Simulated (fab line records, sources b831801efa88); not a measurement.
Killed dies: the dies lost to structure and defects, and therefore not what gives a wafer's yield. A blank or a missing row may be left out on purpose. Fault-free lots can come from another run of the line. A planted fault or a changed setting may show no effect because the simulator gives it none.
2 desks, one fault || flow sky130 || what lay behind the numbers comes last; until then each desk has only its own

METROLOGY DESK
Means of the sampled wafers that have a number, per lot and without regard to the tool the lot ran on: this is what the gauges read. Any lot whose mean is over 4 standard deviations away from the usual mean is out of limits and marked OUT; that distance is given in the brackets.
Columns: A = VIA1_W_RS at SKY_VIA1_RS_MEAS_22, usual 0.426 ohm/sq
{"lot": "L212", "first seen here": "day 34 02:56", "A": 0.432}
{"lot": "L213", "first seen here": "day 34 06:26", "A": 0.423}
{"lot": "L214", "first seen here": "day 34 16:37", "A": 0.431}
{"lot": "L217", "first seen here": "day 35 16:49", "A": 0.425}
{"lot": "L218", "first seen here": "day 36 08:47", "A": 0.426}
{"lot": "L223", "first seen here": "day 38 05:14", "A": 0.420}
{"lot": "L227", "first seen here": "day 39 15:22", "A": 0.420}
{"lot": "L229", "first seen here": "day 39 16:08", "A": 0.424}
{"lot": "L228", "first seen here": "day 39 16:48", "A": 0.419}
{"lot": "L226", "first seen here": "day 39 19:19", "A": 0.426}
{"lot": "L230", "first seen here": "day 40 00:46", "A": 0.426}
{"lot": "L231", "first seen here": "day 40 01:27", "A": 0.425}
Finding of this desk: none of the 12 lots has anything out of limits.

THE TOOL OWNER'S DESK: cmp-02
The tool's own readings at SKY_VIA1_CMP_24 (polishes, stops on SiO2, t overpolish 15 s, target thk 0 nm): means of the sampled wafers that have a number, for each lot that ran on this tool. Any lot whose mean is over 4 standard deviations away from the usual mean is out of limits and marked OUT; that distance is given in the brackets.
Columns: A = edge_zone_pressure_frac at SKY_VIA1_CMP_24, usual 1.000; B = head_pressure_psi at SKY_VIA1_CMP_24, usual 3.500 psi; C = motor_current_A at SKY_VIA1_CMP_24, usual 10.2 A; D = overpolish_run_s at SKY_VIA1_CMP_24, usual 15.001 s; E = time_to_endpoint_s at SKY_VIA1_CMP_24, usual 64.5 s
{"lot": "L213", "first seen here": "day 34 06:41", "A": 0.999, "B": 3.500, "C": 10.4, "D": 15.005, "E": 65.8}
{"lot": "L229", "first seen here": "day 39 16:17", "A": 1.002, "B": 3.507, "C": 10.6, "D": 14.997, "E": 62.4}
{"lot": "L226", "first seen here": "day 39 19:29", "A": 0.997, "B": 3.502, "C": 10.2, "D": 14.998, "E": 63.1}
{"lot": "L230", "first seen here": "day 40 00:59", "A": 0.998, "B": 3.492, "C": 10.9, "D": 15.004, "E": 61.3}
{"lot": "L231", "first seen here": "day 40 01:41", "A": 1.002, "B": 3.504, "C": 10.0, "D": 15.007, "E": 66.0}
Finding of this desk: none of the 5 lots has anything out of limits.

ALL TOGETHER
Metrology desk: nothing out of limits seen.
Nothing out of limits was seen by the tool owner's desk.

WHAT THE SIMULATOR HAD INSERTED
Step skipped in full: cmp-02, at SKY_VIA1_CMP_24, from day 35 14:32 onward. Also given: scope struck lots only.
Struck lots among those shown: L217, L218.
